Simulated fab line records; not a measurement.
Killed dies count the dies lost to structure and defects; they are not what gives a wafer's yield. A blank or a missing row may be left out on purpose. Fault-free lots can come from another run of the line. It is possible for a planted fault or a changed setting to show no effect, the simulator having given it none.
Which of the tools did it? ; flow sfqLine ; at 1 step of a route of 325, 14 lots with 41 wafers sampled

== WHAT THE GAUGES READ, wafer by wafer ==
The record lacks any reading of a measuring or inspecting step that a usual standard deviation could be used to judge.

== WHAT TOOL EACH LOT RAN ON (gives the tool, then ch and the chambers of the sampled wafers, and finally the start) ==
lot;SFQ_TRILAYER_I3_VIA_LITHO_PEB_088
L180;lithoTrack-02 ch 0, day 43 09:41
L186;lithoTrack-02 ch 0, day 45 03:56
L190;lithoTrack-04 ch 0, day 47 23:07
L191;lithoTrack-04 ch 0, day 48 00:19
L192;lithoTrack-02 ch 0, day 48 14:42
L193;lithoTrack-02 ch 0, day 48 19:33
L195;lithoTrack-02 ch 0, day 49 06:16
L196;lithoTrack-01 ch 0, day 49 07:27
L197;lithoTrack-02 ch 0, day 49 11:03
L199;lithoTrack-02 ch 0, day 49 18:16
L200;lithoTrack-02 ch 0, day 49 21:51
L201;lithoTrack-01 ch 0, day 50 03:49
L202;lithoTrack-02 ch 0, day 50 09:51
L203;lithoTrack-01 ch 0, day 51 21:28
- SFQ_TRILAYER_I3_VIA_LITHO_PEB_088: peb time 60 s.

== AS READ BY THE TOOLS THEMSELVES (means over the sampled wafers that have a number; for cases with no such wafer, the mark the record gives instead) ==
SFQ_TRILAYER_I3_VIA_LITHO_PEB_088. Usual: heaterPowerTotalW 79.15 W, standard deviation 0.07; plateTempC 115.00 C, standard deviation 0.14.
lot;tool;heaterPowerTotalW (W);plateTempC (C);flag
L180;lithoTrack-02;79.23;115.05;
L186;lithoTrack-02;79.14;114.91;
L190;lithoTrack-04;81.18;117.19;OFF
L191;lithoTrack-04;81.16;117.29;OFF
L192;lithoTrack-02;79.08;115.01;
L193;lithoTrack-02;79.14;114.89;
L195;lithoTrack-02;79.16;115.00;
L196;lithoTrack-01;79.08;114.98;
L197;lithoTrack-02;79.09;115.12;
L199;lithoTrack-02;79.17;114.98;
L200;lithoTrack-02;79.10;115.06;
L201;lithoTrack-01;79.15;114.91;
L202;lithoTrack-02;79.13;115.08;
L203;lithoTrack-01;79.15;114.85;

== THE ANSWER, worked out from the rows above alone ==
Rule: lot off if the mean of its wafers having a number is beyond 3 standard deviations from the usual mean. A lot without any number at a reading at which 4 lots or more have one is off too. All remaining lots with rows at the step are treated as sound. After the gauges, taken in route order, come the tools' own readings; for these a lot's mean is taken, as printed above. At the first step where some lot is off, the reading lying furthest off is the one used; lots without a number count as furthest.
Off, at SFQ_TRILAYER_I3_VIA_LITHO_PEB_088 on heaterPowerTotalW: L190, L191.
A tool fits if, at that step or a process step before it, it ran every lot that is off, and no sound lot after the first of them. One fits: SFQ_TRILAYER_I3_VIA_LITHO_PEB_088 on lithoTrack-04. It ran no sound lot before its first lot that is off in this sample, so the start can't be narrowed down.
The tool's own readings at SFQ_TRILAYER_I3_VIA_LITHO_PEB_088 bear it out: on the lots that are off they differ by more than 5 times the standard deviation of the sound lots' means. heaterPowerTotalW reads 81.17 W there against 79.14 W on the sound lots; plateTempC reads 117.24 C there against 114.99 C on the sound lots.

== WHAT THE SIMULATOR HAD INSERTED ==
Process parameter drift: lithoTrack-04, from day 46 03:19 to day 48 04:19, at SFQ_TRILAYER_I3_VIA_LITHO_PEB_088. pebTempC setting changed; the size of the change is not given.
Shown lots that were struck: L190, L191. The rule given above showed the same thing.
